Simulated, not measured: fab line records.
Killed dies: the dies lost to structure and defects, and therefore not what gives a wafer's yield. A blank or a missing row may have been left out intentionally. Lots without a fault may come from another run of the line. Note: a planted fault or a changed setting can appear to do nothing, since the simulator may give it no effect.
What tool caused it? + flow gf180mcu + Sampling: 14 lots, 42 wafers, 5 of 602 route steps

WHAT EACH GAUGE READ, for each wafer
No reading from a measuring or inspecting step in the record can be judged against a usual standard deviation.

TOOL THAT RAN EACH LOT (tool first, then ch and the chambers of the sampled wafers, then the start)
| lot  | GF_MIM_SPUTTER_00            | GF_MIM_SPUTTER_04            | GF_MIM_SPUTTER_07            | GF_MIM_SPUTTER_08            | GF_MIM_METAL_ETCH_19              |
|------|------------------------------|------------------------------|------------------------------|------------------------------|-----------------------------------|
| L454 | pvd_sputter-04, day 24 10:40 | pvd_sputter-04, day 24 10:51 | pvd_sputter-02, day 24 10:59 | pvd_sputter-02, day 24 11:01 | rie_metal-04 ch 0,1, day 25 07:58 |
| L455 | pvd_sputter-03, day 24 21:58 | pvd_sputter-03, day 24 22:08 | pvd_sputter-04, day 24 22:16 | pvd_sputter-04, day 24 22:19 | rie_metal-03 ch 0,1, day 25 19:31 |
| L458 | pvd_sputter-04, day 25 19:16 | pvd_sputter-04, day 25 19:27 | pvd_sputter-02, day 25 19:35 | pvd_sputter-02, day 25 19:38 | rie_metal-03 ch 0,1, day 26 15:52 |
| L457 | pvd_sputter-04, day 25 21:16 | pvd_sputter-04, day 25 21:26 | pvd_sputter-02, day 25 21:34 | pvd_sputter-02, day 25 21:37 | rie_metal-01 ch 0, day 26 18:13   |
| L460 | pvd_sputter-02, day 26 12:47 | pvd_sputter-02, day 26 12:58 | pvd_sputter-04, day 26 13:06 | pvd_sputter-04, day 26 13:08 | rie_metal-04 ch 1, day 27 09:29   |
| L461 | pvd_sputter-04, day 26 19:10 | pvd_sputter-04, day 26 19:20 | pvd_sputter-02, day 26 19:28 | pvd_sputter-02, day 26 19:31 | rie_metal-01 ch 0,1, day 27 15:31 |
| L463 | pvd_sputter-02, day 27 13:01 | pvd_sputter-02, day 27 13:12 | pvd_sputter-02, day 27 13:20 | pvd_sputter-02, day 27 13:23 | rie_metal-04 ch 0,1, day 28 09:15 |
| L464 | pvd_sputter-02, day 27 18:39 | pvd_sputter-02, day 27 18:50 | pvd_sputter-03, day 27 18:58 | pvd_sputter-03, day 27 19:01 | rie_metal-01 ch 0,1, day 28 14:29 |
| L467 | pvd_sputter-04, day 29 01:52 | pvd_sputter-04, day 29 02:03 | pvd_sputter-03, day 29 02:11 | pvd_sputter-03, day 29 02:13 | rie_metal-04 ch 1, day 29 21:16   |
| L469 | pvd_sputter-03, day 29 08:40 | pvd_sputter-03, day 29 08:51 | pvd_sputter-02, day 29 08:59 | pvd_sputter-02, day 29 09:02 | rie_metal-04 ch 0,1, day 30 03:38 |
| L470 | pvd_sputter-03, day 29 14:25 | pvd_sputter-03, day 29 14:35 | pvd_sputter-04, day 29 14:43 | pvd_sputter-04, day 29 14:46 | rie_metal-01 ch 0,1, day 30 09:20 |
| L475 | pvd_sputter-04, day 30 23:45 | pvd_sputter-04, day 30 23:56 | pvd_sputter-03, day 31 00:04 | pvd_sputter-03, day 31 00:07 | rie_metal-03 ch 0,1, day 31 17:32 |
| L476 | pvd_sputter-03, day 31 05:43 | pvd_sputter-03, day 31 05:53 | pvd_sputter-04, day 31 06:01 | pvd_sputter-04, day 31 06:04 | rie_metal-03 ch 0,1, day 31 23:23 |
| L477 | pvd_sputter-04, day 31 14:04 | pvd_sputter-04, day 31 14:15 | pvd_sputter-03, day 31 14:23 | pvd_sputter-03, day 31 14:26 | rie_metal-04 ch 0, day 32 07:38   |
- GF_MIM_SPUTTER_00: material Ti, target thk 37.5 nm, time 150 s.
- GF_MIM_SPUTTER_04: material TiN, target thk 50 nm, time 41.7 s.
- GF_MIM_SPUTTER_07: material TiN, target thk 60 nm, time 50 s.
- GF_MIM_SPUTTER_08: material AlCu, target thk 200 nm, time 10.6 s.
- GF_MIM_METAL_ETCH_19: etches the open film in Cl2/BCl3, stops on Si3N4, target depth 324.5 nm, time 54.1 s.

WHAT THE TOOLS THEMSELVES READ (means of the sampled wafers that have a number; where no wafer has one, the mark that the record gives instead)
GF_MIM_SPUTTER_00. Usual: cathode_dc_power_W 4000.0 W, standard deviation 0.69; chamber_pressure_pa 2.000 Pa, standard deviation 0.0041; throttle_valve_pct 30.5 %, standard deviation 1.1.
| lot  | tool           | cathode_dc_power_W (W) | chamber_pressure_pa (Pa) | throttle_valve_pct (%) | flag |
|------|----------------|------------------------|--------------------------|------------------------|------|
| L454 | pvd_sputter-04 | 3999.8                 | 1.997                    | 31.7                   |      |
| L455 | pvd_sputter-03 | 4000.5                 | 1.999                    | 30.3                   |      |
| L458 | pvd_sputter-04 | 4000.0                 | 2.002                    | 30.6                   |      |
| L457 | pvd_sputter-04 | 4000.4                 | 1.999                    | 31.0                   |      |
| L460 | pvd_sputter-02 | 4000.1                 | 2.001                    | 30.8                   |      |
| L461 | pvd_sputter-04 | 3999.8                 | 2.001                    | 30.4                   |      |
| L463 | pvd_sputter-02 | 3999.1                 | 2.001                    | 31.0                   |      |
| L464 | pvd_sputter-02 | 4000.2                 | 2.000                    | 31.1                   |      |
| L467 | pvd_sputter-04 | 4000.4                 | 1.997                    | 30.6                   |      |
| L469 | pvd_sputter-03 | 3999.1                 | 2.003                    | 29.5                   |      |
| L470 | pvd_sputter-03 | 4000.3                 | 1.999                    | 29.9                   |      |
| L475 | pvd_sputter-04 | 4000.3                 | 2.000                    | 30.3                   |      |
| L476 | pvd_sputter-03 | 4000.4                 | 1.996                    | 28.8                   |      |
| L477 | pvd_sputter-04 | 3999.9                 | 2.004                    | 31.2                   |      |

GF_MIM_SPUTTER_04. Usual: cathode_dc_power_W 6500.0 W, standard deviation 1.1; chamber_pressure_pa 0.3999 Pa, standard deviation 0.00073; throttle_valve_pct 30.5 %, standard deviation 1.1.
| lot  | tool           | cathode_dc_power_W (W) | chamber_pressure_pa (Pa) | throttle_valve_pct (%) | flag |
|------|----------------|------------------------|--------------------------|------------------------|------|
| L454 | pvd_sputter-04 | 6500.2                 | 0.3998                   | 31.7                   |      |
| L455 | pvd_sputter-03 | 6499.5                 | 0.4007                   | 30.3                   |      |
| L458 | pvd_sputter-04 | 6499.8                 | 0.4007                   | 30.4                   |      |
| L457 | pvd_sputter-04 | 6500.3                 | 0.4006                   | 31.1                   |      |
| L460 | pvd_sputter-02 | 6500.7                 | 0.3997                   | 30.8                   |      |
| L461 | pvd_sputter-04 | 6500.5                 | 0.4001                   | 30.1                   |      |
| L463 | pvd_sputter-02 | 6499.9                 | 0.3996                   | 31.1                   |      |
| L464 | pvd_sputter-02 | 6500.7                 | 0.4004                   | 31.0                   |      |
| L467 | pvd_sputter-04 | 6499.5                 | 0.3999                   | 30.5                   |      |
| L469 | pvd_sputter-03 | 6500.9                 | 0.3995                   | 29.6                   |      |
| L470 | pvd_sputter-03 | 6499.2                 | 0.3996                   | 29.7                   |      |
| L475 | pvd_sputter-04 | 6499.1                 | 0.3998                   | 30.3                   |      |
| L476 | pvd_sputter-03 | 6501.1                 | 0.4001                   | 28.8                   |      |
| L477 | pvd_sputter-04 | 6500.3                 | 0.3997                   | 30.9                   |      |

GF_MIM_SPUTTER_07. Usual: cathode_dc_power_W 6500.1 W, standard deviation 1.2; chamber_pressure_pa 0.4001 Pa, standard deviation 0.00073; throttle_valve_pct 30.8 %, standard deviation 1.1.
| lot  | tool           | cathode_dc_power_W (W) | chamber_pressure_pa (Pa) | throttle_valve_pct (%) | flag |
|------|----------------|------------------------|--------------------------|------------------------|------|
| L454 | pvd_sputter-02 | 6500.4                 | 0.4002                   | 31.2                   |      |
| L455 | pvd_sputter-04 | 6500.6                 | 0.4001                   | 31.7                   |      |
| L458 | pvd_sputter-02 | 6499.7                 | 0.4001                   | 30.6                   |      |
| L457 | pvd_sputter-02 | 6500.0                 | 0.4005                   | 31.2                   |      |
| L460 | pvd_sputter-04 | 6501.5                 | 0.4002                   | 29.7                   |      |
| L461 | pvd_sputter-02 | 6499.6                 | 0.3996                   | 31.5                   |      |
| L463 | pvd_sputter-02 | 6500.5                 | 0.3998                   | 31.2                   |      |
| L464 | pvd_sputter-03 | 6500.2                 | 0.4008                   | 30.6                   |      |
| L467 | pvd_sputter-03 | 6499.2                 | 0.4004                   | 30.6                   |      |
| L469 | pvd_sputter-02 | -                      | -                        | -                      | OFF  |
| L470 | pvd_sputter-04 | -                      | -                        | -                      | OFF  |
| L475 | pvd_sputter-03 | 6500.3                 | 0.3999                   | 29.8                   |      |
| L476 | pvd_sputter-04 | 6500.8                 | 0.4003                   | 29.8                   |      |
| L477 | pvd_sputter-03 | 6500.4                 | 0.3993                   | 30.5                   |      |

GF_MIM_SPUTTER_08. Usual: cathode_dc_power_W 10600 W, standard deviation 1.8; chamber_pressure_pa 0.4001 Pa, standard deviation 0.00088; throttle_valve_pct 30.7 %, standard deviation 1.1.
| lot  | tool           | cathode_dc_power_W (W) | chamber_pressure_pa (Pa) | throttle_valve_pct (%) | flag |
|------|----------------|------------------------|--------------------------|------------------------|------|
| L454 | pvd_sputter-02 | 10601                  | 0.4008                   | 31.3                   |      |
| L455 | pvd_sputter-04 | 10597                  | 0.4001                   | 31.3                   |      |
| L458 | pvd_sputter-02 | 10600                  | 0.4000                   | 30.5                   |      |
| L457 | pvd_sputter-02 | 10601                  | 0.3998                   | 31.2                   |      |
| L460 | pvd_sputter-04 | 10600                  | 0.4013                   | 29.6                   |      |
| L461 | pvd_sputter-02 | 10599                  | 0.4002                   | 31.5                   |      |
| L463 | pvd_sputter-02 | 10600                  | 0.4002                   | 31.3                   |      |
| L464 | pvd_sputter-03 | 10599                  | 0.3989                   | 30.8                   |      |
| L467 | pvd_sputter-03 | 10601                  | 0.4003                   | 30.5                   |      |
| L469 | pvd_sputter-02 | 10601                  | 0.4004                   | 31.1                   |      |
| L470 | pvd_sputter-04 | 10598                  | 0.4003                   | 30.0                   |      |
| L475 | pvd_sputter-03 | 10601                  | 0.4010                   | 29.9                   |      |
| L476 | pvd_sputter-04 | 10598                  | 0.3994                   | 29.7                   |      |
| L477 | pvd_sputter-03 | 10599                  | 0.4001                   | 30.6                   |      |

GF_MIM_METAL_ETCH_19. Usual: drypump_motor_current_A 5.7 A, standard deviation 0.33; oes_product_au 0.941 a.u., standard deviation 0.0066; throttle_valve_pct 28.284 %, standard deviation 0.01.
| lot  | tool         | drypump_motor_current_A (A) | oes_product_au (a.u.) | throttle_valve_pct (%) | flag |
|------|--------------|-----------------------------|-----------------------|------------------------|------|
| L454 | rie_metal-04 | 5.6                         | 0.936                 | 28.286                 |      |
| L455 | rie_metal-03 | 5.7                         | 0.943                 | 28.287                 |      |
| L458 | rie_metal-03 | 5.7                         | 0.948                 | 28.275                 |      |
| L457 | rie_metal-01 | 6.3                         | 0.943                 | 28.281                 |      |
| L460 | rie_metal-04 | 5.5                         | 0.937                 | 28.288                 |      |
| L461 | rie_metal-01 | 5.9                         | 0.948                 | 28.280                 |      |
| L463 | rie_metal-04 | 5.5                         | 0.940                 | 28.286                 |      |
| L464 | rie_metal-01 | 5.4                         | 0.940                 | 28.277                 |      |
| L467 | rie_metal-04 | 5.5                         | 0.942                 | 28.288                 |      |
| L469 | rie_metal-04 | 5.6                         | 0.991                 | 28.228                 | OFF  |
| L470 | rie_metal-01 | 5.4                         | 0.988                 | 28.225                 | OFF  |
| L475 | rie_metal-03 | 5.7                         | 0.950                 | 28.281                 |      |
| L476 | rie_metal-03 | 5.7                         | 0.943                 | 28.285                 |      |
| L477 | rie_metal-04 | 5.7                         | 0.938                 | 28.291                 |      |

THE ANSWER, worked out from the rows above alone
Rule: a lot is off if the mean of its wafers that have a number lies more than 3 standard deviations from the usual mean. Also off: a lot with no number at a reading for which 4 or more lots have one. Any other lot the step has rows for is counted as sound. After the gauges, taken in route order, come the tools' own readings; for these a lot's mean is taken, as printed above. At the first step where some lot is off, the reading lying furthest off is the one used; lots without a number count as furthest.
Off: L469, L470, at GF_MIM_SPUTTER_07 (cathode_dc_power_W). Without a number there: L469, L470.
A tool fits if, at that step or a process step before it, it ran every lot that is off, and no sound lot after the first of them. Of those tried, none fits.

WHAT THE SIMULATOR HAD INSERTED
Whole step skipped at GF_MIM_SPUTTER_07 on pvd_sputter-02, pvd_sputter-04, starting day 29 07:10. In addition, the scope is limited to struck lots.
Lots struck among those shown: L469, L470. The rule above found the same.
